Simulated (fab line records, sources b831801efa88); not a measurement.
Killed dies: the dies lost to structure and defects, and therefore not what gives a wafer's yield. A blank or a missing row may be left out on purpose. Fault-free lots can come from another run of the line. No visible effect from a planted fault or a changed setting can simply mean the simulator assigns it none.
Comparing a struck lot with a sound one ; flow gf180mcu ; 14 steps out of a route of 602
Sound: the wafers L758.2, L758.4, L758.6. Wafers struck: L760.3, L760.4, L760.6. The cause comes at the end.
Each step with rows lists, per side, the tool, then ch with its chambers, then its first start. Under that, the readings that differ: sound wafers ; struck wafers ; difference of the means ; sigmas: that difference in standard deviations of wafers without a fault.
alike: words and numbers the same on both sides, and readings whose means are apart by under 2 such deviations; not compared: readings that were withheld, readings missing a value for some wafer, numbers with overlapping values and no deviation given by the record, and bounds like >300 which may hide the same value.
A row with sigmas, a row that says differs or no value, or rows on one side alone: a step with any of these is where the two part. Non-overlapping numbers with no deviation appear without sigmas and do not part them. A reading missing from all wafers of one side parts the sides only when that side holds two or more wafers.

GF_HV_LDD_RTA_52: time 10 s.
  sound on rtp-anneal-01 ch 0, day 13 07:51; struck on rtp-anneal-01 ch 0, day 14 01:37
  alike: lamp-power-pct, wafer_temp_C_max
GF_HV_LDD_RS_MEAS_53: measurement is done with a four-point probe.
  sound on film-metro-04 at day 13 07:57; struck on film-metro-02 at day 14 01:42
  alike: HV_LDD_RS
then, 1 step without rows for these wafers: GF_HV_LDD_CVD_54 (deposits SiO2 from TEOS, target thk 10 nm, time 75 s).
GF_HV_LDD_THK_MEAS_55:
  sound on film-metro-03 at day 13 09:05; struck on film-metro-02 at day 14 02:49
  alike: HV_LDD_CVD_54_THK
then, 1 step without rows for these wafers: GF_HV_LDD_CVD_56 (deposits Si3N4 from DCS/NH3, target thk 90 nm, time 1543 s).
GF_HV_LDD_THK_MEAS_57:
  sound on film-metro-04 at day 13 12:30; struck on film-metro-03 at day 14 04:19
  alike: HV_LDD_CVD_56_THK
GF_HV_LDD_ETCHBACK_58: etches Si3N4 in CH3F/O2, stops on SiO2, time 100 s, target depth 90 nm.
  sound on rie-diel-03 ch 1,2, day 13 12:33; struck on rie-diel-03 ch 0,1,3, day 14 04:21
  alike: drypump-motor-current-A, oes-product-au, throttle-valve-pct
  not compared: rf-hours-counter-h
then, 5 steps without rows for these wafers: GF_NSD_DEHYDRATE_00 (time 60 s); GF_NSD_HMDS_01 (prime time 60 s); GF_NSD_COAT_02 (resist thk 1000 nm); GF_NSD_SOFTBAKE_03 (time 60 s); GF_NSD_EXPOSE_04 (exposes mask Nplus, target cd 400 nm).
GF_NSD_PEB_05:
  sound on litho-track-01 ch 0, day 14 08:38; struck on litho-track-01, day 15 01:03
reading;sound;struck;difference;sigmas
exhaust-pa (Pa);45.1 45.6 46.8;- - -;no value on the struck wafers;
  not compared: chill-plate-temp-C, resist-line-temp-C
then, 1 step without rows for these wafers: GF_NSD_DEVELOP_06 (develop time 60 s).

## WHERE THEY PART
At GF_NSD_PEB_05 and nowhere else, as far as this record goes.

WHY: whatever the simulator had introduced
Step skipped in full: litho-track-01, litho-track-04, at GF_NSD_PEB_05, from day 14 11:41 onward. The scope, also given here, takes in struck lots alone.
